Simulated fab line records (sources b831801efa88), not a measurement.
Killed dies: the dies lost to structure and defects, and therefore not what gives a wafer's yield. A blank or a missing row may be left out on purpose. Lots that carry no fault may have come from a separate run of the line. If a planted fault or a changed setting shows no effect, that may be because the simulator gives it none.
Which tool is to blame? ; flow gf180mcu ; 11 lots, 33 wafers sampled, at 7 steps of a route of 602

WHAT THE GAUGES SHOWED, per wafer
GF_PSD_TW_MEAS_11. Usual: PSD_TW typically reads 3200, with standard deviation 13.
lot;measured;on;PSD_TW;flag
L318;day 14 05:40;film_metro-03;3196 3197 3183;
L320;day 14 20:14;film_metro-03;3179 3192 3207;
L321;day 15 01:17;film_metro-02;3190 3181 3183;
L322;day 15 14:02;film_metro-03;3193 3193 3201;
L324;day 16 07:40;film_metro-02;3208 3202 3212;
L331;day 18 23:20;film_metro-01;3210 3226 3190;
L332;day 19 06:13;film_metro-02;3377 3389 3414;OFF
L333;day 19 13:22;film_metro-02;3399 3390 3392;OFF
L335;day 20 07:19;film_metro-02;3185 3202 3207;
L340;day 21 19:04;film_metro-02;3197 3214 3197;
L341;day 22 06:43;film_metro-03;3189 3196 3202;

GF_PSD_RS_MEAS_15: a four-point-probe measurement. Usual: PSD_RS typically reads 108.70 ohm/sq, with standard deviation 0.25.
lot;measured;on;PSD_RS (ohm/sq);flag
L318;day 14 05:59;film_metro-01;108.40 108.28 108.26;
L320;day 14 20:34;film_metro-02;109.12 109.04 108.99;
L321;day 15 01:38;film_metro-02;108.47 108.79 108.75;
L322;day 15 14:22;film_metro-03;108.87 108.43 108.79;
L324;day 16 08:00;film_metro-03;108.85 108.74 108.45;
L331;day 18 23:41;film_metro-03;108.47 108.50 108.20;
L332;day 19 06:33;film_metro-01;103.27 103.51 103.10;OFF
L333;day 19 13:41;film_metro-03;103.54 103.35 103.41;OFF
L335;day 20 07:40;film_metro-01;108.65 108.34 108.47;
L340;day 21 19:23;film_metro-02;108.46 108.81 108.84;
L341;day 22 07:02;film_metro-03;108.24 108.28 108.26;

GF_V4_THK_MEAS_03. Usual: V4_CVD_02_THK typically reads 847 nm, with standard deviation 11.
lot;measured;on;V4_CVD_02_THK (nm);flag
L318;day 23 09:16;film_metro-03;830 832 848;
L320;day 24 02:27;film_metro-03;829 848 855;
L321;day 24 06:40;film_metro-04;840 837 850;
L322;day 24 21:10;film_metro-04;838 848 844;
L324;day 25 13:49;film_metro-04;844 838 858;
L331;day 27 22:23;film_metro-01;840 843 845;
L332;day 28 05:50;film_metro-01;851 844 854;
L333;day 28 09:43;film_metro-04;833 836 847;
L335;day 29 01:38;film_metro-03;842 848 853;
L340;day 30 04:11;film_metro-01;831 834 836;
L341;day 30 14:20;film_metro-03;839 855 860;

WHICH TOOL RAN EACH LOT (tool, then ch and the chambers of the sampled wafers, then the start)
lot;GF_PSD_IMPLANT_09;GF_PSD_STRIP_10;GF_M3_SPUTTER_00;GF_V4_CVD_02
L318;implanter-02 ch 0, day 14 05:25;plasma_asher-01 ch 0,1, day 14 05:34;pvd_sputter-04, day 20 06:35;pecvd-01 ch 0,1,2, day 23 09:11
L320;implanter-04 ch 0, day 14 20:00;plasma_asher-03 ch 0,1, day 14 20:08;pvd_sputter-01, day 21 00:53;pecvd-01 ch 0,1,2, day 24 02:22
L321;implanter-02 ch 0, day 15 01:02;plasma_asher-03 ch 0,1, day 15 01:11;pvd_sputter-01, day 21 07:14;pecvd-04 ch 0,2, day 24 06:36
L322;implanter-02 ch 0, day 15 13:48;plasma_asher-01 ch 0,1, day 15 13:56;pvd_sputter-01, day 21 20:32;pecvd-03 ch 0,1,2, day 24 21:05
L324;implanter-04 ch 0, day 16 07:26;plasma_asher-03 ch 0,1, day 16 07:34;pvd_sputter-03, day 22 15:19;pecvd-03 ch 1,2, day 25 13:44
L331;implanter-02 ch 0, day 18 23:05;plasma_asher-01 ch 0,1, day 18 23:14;pvd_sputter-01, day 25 04:18;pecvd-01 ch 0,1,2, day 27 22:19
L332;implanter-04 ch 0, day 19 06:00;plasma_asher-02 ch 0,1, day 19 06:07;pvd_sputter-04, day 25 12:04;pecvd-01 ch 0,1,2, day 28 05:46
L333;implanter-04 ch 0, day 19 13:08;plasma_asher-02 ch 0,1, day 19 13:16;pvd_sputter-03, day 25 16:38;pecvd-01 ch 1,2, day 28 09:38
L335;implanter-02 ch 0, day 20 07:04;plasma_asher-02 ch 0,1, day 20 07:11;pvd_sputter-01, day 26 08:52;pecvd-04 ch 1,2, day 29 01:33
L340;implanter-02 ch 0, day 21 18:49;plasma_asher-03 ch 0,1, day 21 18:58;pvd_sputter-03, day 27 15:32;pecvd-04 ch 0,1, day 30 04:07
L341;implanter-04 ch 0, day 22 06:29;plasma_asher-03 ch 0,1, day 22 06:37;pvd_sputter-01, day 28 00:52;pecvd-01 ch 1,2, day 30 14:14
- GF_PSD_IMPLANT_09
- GF_PSD_STRIP_10: strips in O2/N2.
- GF_M3_SPUTTER_00: material Ti, target thk 37.5 nm, time 150 s.
- GF_V4_CVD_02: deposits SiO2 from TEOS, target thk 850 nm, time 94.851 s.

WHAT THE TOOLS THEMSELVES READ (means of the sampled wafers that have a number; where no wafer has one, the mark that the record gives instead)
GF_PSD_IMPLANT_09. Usual: dose_ions_cm2 1.4999e+15, standard deviation 2e+12; end_station_pressure_torr 1.18e-05 Torr, standard deviation 5.5e-07; faraday_current_uA 8241, standard deviation 150.
lot;tool;dose_ions_cm2;end_station_pressure_torr (Torr);faraday_current_uA;flag
L318;implanter-02;1.5011e+15;1.22e-05;8245;
L320;implanter-04;1.4997e+15;1.28e-05;8474;
L321;implanter-02;1.5014e+15;1.22e-05;8284;
L322;implanter-02;1.5007e+15;1.18e-05;8402;
L324;implanter-04;1.5022e+15;1.17e-05;8255;
L331;implanter-02;1.5011e+15;1.14e-05;8285;
L332;implanter-04;2.0157e+15;1.44e-05;11019;OFF
L333;implanter-04;2.0155e+15;1.45e-05;11024;OFF
L335;implanter-02;1.5005e+15;1.19e-05;8266;
L340;implanter-02;1.4985e+15;1.18e-05;8089;
L341;implanter-04;1.4993e+15;1.13e-05;8071;

GF_PSD_STRIP_10. Usual: drypump_motor_current_A 5.68 A, standard deviation 0.26; heater_power_w 332 W, standard deviation 28; oes_product_au 0.592 a.u., standard deviation 0.004; strip_time_to_endpoint_s 16.51 s, standard deviation 0.041.
lot;tool;drypump_motor_current_A (A);heater_power_w (W);oes_product_au (a.u.);strip_time_to_endpoint_s (s);flag
L318;plasma_asher-01;5.86;316;0.589;16.48;
L320;plasma_asher-03;5.69;338;0.591;16.50;
L321;plasma_asher-03;5.71;347;0.596;16.51;
L322;plasma_asher-01;5.86;316;0.592;16.51;
L324;plasma_asher-03;5.82;363;0.589;16.48;
L331;plasma_asher-01;5.86;317;0.592;16.49;
L332;plasma_asher-02;5.51;322;0.570;17.55;OFF
L333;plasma_asher-02;5.51;328;0.567;17.51;OFF
L335;plasma_asher-02;5.50;325;0.594;16.57;
L340;plasma_asher-03;5.68;327;0.594;16.53;
L341;plasma_asher-03;5.70;334;0.592;16.47;

GF_M3_SPUTTER_00. Usual: chamber_pressure_pa 1.999 Pa, standard deviation 0.0042; throttle_valve_pct 29.7 %, standard deviation 0.63.
lot;tool;chamber_pressure_pa (Pa);throttle_valve_pct (%);flag
L318;pvd_sputter-04;2.002;29.5;
L320;pvd_sputter-01;1.998;29.6;
L321;pvd_sputter-01;1.999;29.3;
L322;pvd_sputter-01;1.998;29.8;
L324;pvd_sputter-03;2.001;30.3;
L331;pvd_sputter-01;2.003;29.2;
L332;pvd_sputter-04;2.005;29.1;
L333;pvd_sputter-03;2.001;30.2;
L335;pvd_sputter-01;1.998;29.0;
L340;pvd_sputter-03;1.998;30.1;
L341;pvd_sputter-01;1.998;29.3;

GF_V4_CVD_02. Usual: heater_power_w reads 711 W (standard deviation 75).
lot;tool;heater_power_w (W);flag
L318;pecvd-01;737;
L320;pecvd-01;739;
L321;pecvd-04;684;
L322;pecvd-03;695;
L324;pecvd-03;707;
L331;pecvd-01;758;
L332;pecvd-01;749;
L333;pecvd-01;634;
L335;pecvd-04;728;
L340;pecvd-04;710;
L341;pecvd-01;691;

THE ANSWER, worked out from the rows above alone
Rule: take the mean of a lot's wafers that have a number; if it is more than 3 standard deviations from the usual mean, the lot is off. A lot without any number at a reading at which 4 lots or more have one is off too. Any other lot the step has rows for is counted as sound. Order of review: gauges by route order, followed by the tools' own readings, for which a lot's mean as printed above is used. The first step at which some lot is off is used, and at that step the reading that is off furthest; a lot without a number counts as furthest.
Off: L332, L333, seen at GF_PSD_TW_MEAS_11 (PSD_TW).
If a tool, at a process step before that reading, ran all the lots that are off and no sound lot after the first of them, it fits. Not tried: the gauges at GF_PSD_TW_MEAS_11; whatever is off there is also off at GF_PSD_RS_MEAS_15, on other tools, and gauge error can't account for it. Of those tried, none fits.

WHAT WAS PUT IN BY THE SIMULATOR
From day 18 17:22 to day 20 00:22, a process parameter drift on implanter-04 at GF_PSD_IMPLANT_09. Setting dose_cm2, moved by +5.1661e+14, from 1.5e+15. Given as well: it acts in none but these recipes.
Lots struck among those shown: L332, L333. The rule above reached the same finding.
